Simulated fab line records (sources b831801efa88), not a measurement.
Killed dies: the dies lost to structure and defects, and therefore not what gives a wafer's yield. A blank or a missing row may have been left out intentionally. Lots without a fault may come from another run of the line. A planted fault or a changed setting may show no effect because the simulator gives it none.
Shared-tool check | flow sky130 | Lots sampled 11, wafers sampled 33

## REASON FOR OPENING
Of 11 lots, 1 have the reading VT_ADJUST_HVTP_TW flagged at SKY_VT_ADJUST_HVTP_TW_MEAS_11. Fault-free wafers read 1355, with a standard deviation of 14.
Rule: a lot is flagged in two cases, either no wafer of it has a number, or all its wafers with numbers fall more than 4 standard deviations from that mean. As for the other lots, they are considered sound.

lot  | measured     | on           | VT_ADJUST_HVTP_TW, wafer by wafer | flag
L890 | day 6 07:31  | filmMetro-02 | 1368 1368 1358                    | 
L893 | day 7 03:14  | filmMetro-04 | 30 30 30                          | FLAGGED
L901 | day 9 05:02  | filmMetro-02 | 1373 1374 1369                    | 
L902 | day 9 21:32  | filmMetro-03 | 1360 1352 1348                    | 
L904 | day 9 23:47  | filmMetro-04 | 1329 1336 1340                    | 
L905 | day 10 14:41 | filmMetro-03 | 1360 1358 1360                    | 
L906 | day 10 16:52 | filmMetro-04 | 1335 1335 1334                    | 
L907 | day 10 21:22 | filmMetro-04 | 1328 1334 1336                    | 
L909 | day 11 15:27 | filmMetro-03 | 1359 1357 1360                    | 
L911 | day 11 19:08 | filmMetro-04 | 1340 1335 1333                    | 
L912 | day 12 13:40 | filmMetro-03 | 1367 1369 1365                    | 
The numbers of the flagged lots are 30 on average: -1325 against the usual, or -95 standard deviations.

## WHICH TOOL RAN EACH LOT
The record holds 2 process steps before the reading, out of a route of 708 steps. Cell contents, in order: the tool; ch with the chambers the sampled wafers went through; the start.
lot  | flag    | SKY_NWELL_RTA_28                | SKY_VT_ADJUST_HVTP_EXPOSE_04
L890 |         | rtpAnneal-02 ch 0, day 5 12:56  | ilineStepper-02 ch 0, day 5 21:57
L893 | FLAGGED | rtpAnneal-02 ch 0, day 6 07:50  | ilineStepper-02 ch 0, day 6 17:31
L901 |         | rtpAnneal-02 ch 0, day 8 06:55  | ilineStepper-02 ch 0, day 8 18:01
L902 |         | rtpAnneal-02 ch 0, day 8 17:02  | ilineStepper-02 ch 0, day 9 04:34
L904 |         | rtpAnneal-02 ch 0, day 9 04:20  | ilineStepper-01 ch 0, day 9 15:58
L905 |         | rtpAnneal-01 ch 0, day 9 20:41  | ilineStepper-02 ch 0, day 10 01:52
L906 |         | rtpAnneal-01 ch 0, day 9 21:40  | ilineStepper-01 ch 0, day 10 04:28
L907 |         | rtpAnneal-01 ch 0, day 9 23:20  | ilineStepper-02 ch 0, day 10 09:34
L909 |         | rtpAnneal-02 ch 0, day 10 15:38 | ilineStepper-02 ch 0, day 11 02:08
L911 |         | rtpAnneal-01 ch 0, day 10 19:17 | ilineStepper-01 ch 0, day 11 06:27
L912 |         | rtpAnneal-01 ch 0, day 11 13:31 | ilineStepper-01 ch 0, day 12 00:41
What is done by these steps:
- SKY_NWELL_RTA_28: time 30 s.
- SKY_VT_ADJUST_HVTP_EXPOSE_04: exposes mask HVTPM, target cd 380 nm.
- SKY_VT_ADJUST_HVTP_TW_MEAS_11

## FLAGGED AGAINST TOTAL, ONE TOOL AT A TIME (gauges that did the reading follow at the end)
step                          | tool            | lots run | flagged | share of the flagged lots | sound lots run after its first flagged lot
SKY_NWELL_RTA_28              | rtpAnneal-01    | 5        | 0       | none                      | -
SKY_NWELL_RTA_28              | rtpAnneal-02    | 6        | 1       | all                       | 4 (L901,L902,L904,L909)
SKY_VT_ADJUST_HVTP_EXPOSE_04  | ilineStepper-01 | 4        | 0       | none                      | -
SKY_VT_ADJUST_HVTP_EXPOSE_04  | ilineStepper-02 | 7        | 1       | all                       | 5 (L901,L902,L905,L907,L909)
SKY_VT_ADJUST_HVTP_TW_MEAS_11 | filmMetro-02    | 2        | 0       | none                      | -
SKY_VT_ADJUST_HVTP_TW_MEAS_11 | filmMetro-03    | 4        | 0       | none                      | -
SKY_VT_ADJUST_HVTP_TW_MEAS_11 | filmMetro-04    | 5        | 1       | all                       | 4 (L904,L906,L907,L911)

## THE TABLE: WHAT IT ALLOWS
Rows of the table that ran every flagged lot, 3 in all: rtpAnneal-02 at SKY_NWELL_RTA_28, ilineStepper-02 at SKY_VT_ADJUST_HVTP_EXPOSE_04, filmMetro-04 at SKY_VT_ADJUST_HVTP_TW_MEAS_11.
- rtpAnneal-02 at SKY_NWELL_RTA_28: 1 of its 6 lots flagged. Sound lots followed the first flagged one (L901, L902, L904, L909) on it, something a lasting fault affecting the whole tool could not allow.
- ilineStepper-02 at SKY_VT_ADJUST_HVTP_EXPOSE_04: 1 of its 7 lots flagged. Sound lots followed the first flagged one (L901, L902, L905, L907, L909) on it, something a lasting fault affecting the whole tool could not allow.
- filmMetro-04 at SKY_VT_ADJUST_HVTP_TW_MEAS_11: 1 of its 5 lots flagged. Sound lots followed the first flagged one (L904, L906, L907, L911) on it, something a lasting fault affecting the whole tool could not allow.
No row of the table ran every flagged lot and no sound lot after the first.

## WHAT THE SIMULATOR PUT IN
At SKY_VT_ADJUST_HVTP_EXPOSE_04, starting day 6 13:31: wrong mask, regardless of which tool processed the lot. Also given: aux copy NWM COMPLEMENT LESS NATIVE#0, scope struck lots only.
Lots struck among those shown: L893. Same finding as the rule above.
